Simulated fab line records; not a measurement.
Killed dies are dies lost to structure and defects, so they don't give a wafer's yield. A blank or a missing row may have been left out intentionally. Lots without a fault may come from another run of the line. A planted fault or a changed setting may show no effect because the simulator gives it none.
One fault seen from 2 desks || flow sky130 || only its own numbers are on each desk; what lay behind them is given at the end

FROM THE METROLOGY DESK
Lot by lot, what the gauges showed, no matter which tool ran the lot: averages of those sampled wafers that carry a number. A lot is out of limits, marked OUT, if its mean lies more than 4 standard deviations from the usual mean; the brackets give that distance.
Columns: A = VIA3_BOW at SKY_VIA3_BOW_MEAS_03, usual 78 um; B = cdNm at SKY_VIA3_CD_MEAS_12, usual 200.4 nm; C = VIA3_OVL at SKY_VIA3_OVL_MEAS_13, usual -1 nm
{"lot": "L869", "first seen here": "day 40 16:14", "A": 68, "B": 200.0, "C": 5}
{"lot": "L871", "first seen here": "day 40 18:18", "A": 81, "B": 199.0, "C": -2}
{"lot": "L882", "first seen here": "day 44 03:20", "A": 79, "B": 201.2, "C": 2}
{"lot": "L884", "first seen here": "day 44 10:47", "A": 91, "B": 202.5, "C": -6}
{"lot": "L887", "first seen here": "day 44 23:25", "A": 80, "B": 199.8, "C": 4}
Finding of this desk: none of the 5 lots has anything out of limits.

AT THE TOOL OWNER'S DESK: rieDiel-02
The tool's own readings at SKY_VIA3_ETCH_14 (etches BARC in N2/H2, stops on SiO2, time 45.9 s, target depth 60 nm): means of the sampled wafers that have a number, for each lot that ran on this tool. A lot is out of limits, marked OUT, if its mean lies more than 4 standard deviations from the usual mean; the brackets give that distance.
Columns: A = drypumpMotorCurrentA at SKY_VIA3_ETCH_14, usual 5.7 A; B = oesProductAu at SKY_VIA3_ETCH_14, usual 0.855 a.u.; C = runLengthS at SKY_VIA3_ETCH_14, usual 74.4 s; D = throttleValvePct at SKY_VIA3_ETCH_14, usual 13.223 %
{"lot": "L869", "first seen here": "day 41 16:58", "A": 5.6, "B": 0.862, "C": 74.5, "D": 13.220}
{"lot": "L871", "first seen here": "day 41 18:13", "A": 5.5, "B": 0.856, "C": 74.7, "D": 13.219}
{"lot": "L882", "first seen here": "day 45 02:23", "A": 5.4, "B": "0.930 (+15) OUT", "C": "70.9 (-6.7) OUT", "D": 13.237}
This desk's verdict: out of limits on L882, starting with L882 at day 45 02:23 (oesProductAu at SKY_VIA3_ETCH_14). L869, L871: within limits.

PUT TOGETHER
On L882, at day 45 02:23, an alarm was possible from the tool owner's desk.
At the metrology desk, nothing out of limits was observed.
The metrology desk has L882 on record, within its limits.
On rieDiel-02, each named lot ran SKY_VIA3_ETCH_14.

WHAT THE SIMULATOR PUT IN
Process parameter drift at SKY_VIA3_ETCH_14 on rieDiel-02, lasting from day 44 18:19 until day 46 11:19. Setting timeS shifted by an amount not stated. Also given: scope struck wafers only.
Struck lots among those shown: L882.
Hours from the fault's start to each desk's first reading out of limits: the tool owner's desk, 8.
